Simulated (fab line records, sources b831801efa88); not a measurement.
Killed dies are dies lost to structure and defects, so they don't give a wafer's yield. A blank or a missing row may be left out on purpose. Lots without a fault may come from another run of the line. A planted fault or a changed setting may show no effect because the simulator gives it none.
A struck lot beside a sound one | flow gf180mcu | 17 steps out of a route of 602
Sound: wafers L248.2, L248.3, L248.4. Struck: wafer L241.2. (L241.4, L241.6 of the same lot were not struck and are left out.) The cause comes at the end.
At each step with rows: each side's tool, then ch and its chambers, then its first start. Under that, the readings that differ: sound wafers | struck wafers | difference of the means | sigmas: that difference in standard deviations of wafers without a fault.
alike: readings whose means differ by less than 2 such deviations, and words and numbers that are the same on both sides. not compared: withheld readings, readings that some wafer has no value for, bounds like >300 that may hide the same value, and numbers for which the record gives no deviation and whose values overlap.
The two part at a step that has a row with sigmas, a row that says differs or no value, or rows on one side only. Numbers that don't overlap but have no deviation are shown without sigmas and don't part them. A reading that every wafer of one side lacks parts them only if that side has two wafers or more.

first, 4 steps without rows for these wafers: GF_SAB_SOFTBAKE_05 (time 60 s); GF_SAB_EXPOSE_06 (exposes mask SAB, target cd 420 nm); GF_SAB_PEB_07; GF_SAB_DEVELOP_08 (develop time 60 s).
GF_SAB_CD_MEAS_09: target cd 420 nm.
  sound on cd_sem-02, day 21 17:06; struck on cd_sem-02, day 18 23:54
  reading    | sound             | struck | difference | sigmas
  cd_nm (nm) | 419.4 420.1 421.2 | 423.6  | +3.4       | +2
GF_SAB_OVL_MEAS_10:
  sound on overlay-02, day 21 17:12; struck on overlay-01, day 19 00:00
  alike: SAB_OVL
GF_SAB_ETCH_11: etches SiO2 in C4F8/O2/Ar, target depth 55 nm, time 8.5 s.
  sound on rie_diel-02 ch 0,1,2, day 21 17:14; struck on rie_diel-03 ch 0, day 19 00:02
  alike: bias_w, oes_product_au
  not compared: rf_hours_counter_h
then, 1 step without rows for these wafers: GF_SAB_WET_ETCH_12 (etches SiO2 in dHF, target depth 22 nm, time 440 s).
GF_SAB_STRIP_13: strips in O2/N2.
  sound on plasma_asher-04 ch 0,1, day 21 17:24; struck on plasma_asher-01 ch 0, day 19 00:11
  reading                      | sound             | struck | difference | sigmas
  strip_time_to_endpoint_s (s) | 12.66 12.66 12.66 | 12.56  | -0.10      | -3
  alike: drypump_motor_current_A, heater_power_w, oes_product_au
  not compared: rf_hours_counter_h
then, 2 steps without rows for these wafers: GF_SALICIDE_CLEAN_00 (cleans in SC1/SC2, time 150 s); GF_SALICIDE_WET_ETCH_01 (etches SiO2 in dHF, target depth 5 nm, time 100 s).
GF_SALICIDE_SPUTTER_02: material Co, target thk 10 nm, time 20 s.
  sound on pvd_sputter-02, day 21 17:35; struck on pvd_sputter-03, day 19 00:22
  alike: throttle_valve_pct
GF_SALICIDE_SPUTTER_03: material TiN, target thk 20 nm, time 16.7 s.
  sound on pvd_sputter-02, day 21 17:37; struck on pvd_sputter-03, day 19 00:24
  reading                                      | sound            | struck | difference | sigmas
  model.TiN_of_SALICIDE_SPUTTER_03.thk_nm (nm) | 19.77 20.3 20.06 | 21.92  | +1.88      |
  alike: throttle_valve_pct
GF_SALICIDE_RS_MEAS_04: measures by four-point-probe.
  sound on film_metro-03, day 21 17:40; struck on film_metro-03, day 19 00:27
  reading                  | sound          | struck | difference | sigmas
  SALICIDE_TIN_RS (ohm/sq) | 16.6 16.1 16.5 | 15.3   | -1.1       | -3
GF_SALICIDE_THK_MEAS_05: measures by xrf.
  sound on film_metro-03, day 21 17:46; struck on film_metro-03, day 19 00:47
  reading               | sound          | struck | difference | sigmas
  SALICIDE_TIN_THK (nm) | 19.8 20.4 20.0 | 21.9   | +1.8       | +6
  not compared: hold
GF_SALICIDE_RTA_06: time 30 s.
  sound on rtp_anneal-01 ch 0, day 21 17:50; struck on rtp_anneal-02 ch 0, day 19 07:40
  reading | sound | struck                   | difference                   | sigmas
  hold    | - - - | await_dispo/6.8h/release | no value on the sound wafers |
  alike: anneal_temp_c_max, lamp_power_pct, wafer_temp_C_max
then, 1 step without rows for these wafers: GF_PASSIVATION_PROBE_99.

WHERE THEY PART
First at GF_SAB_CD_MEAS_09; last, within this record, at GF_SALICIDE_RTA_06.

WHY: what the simulator had put in
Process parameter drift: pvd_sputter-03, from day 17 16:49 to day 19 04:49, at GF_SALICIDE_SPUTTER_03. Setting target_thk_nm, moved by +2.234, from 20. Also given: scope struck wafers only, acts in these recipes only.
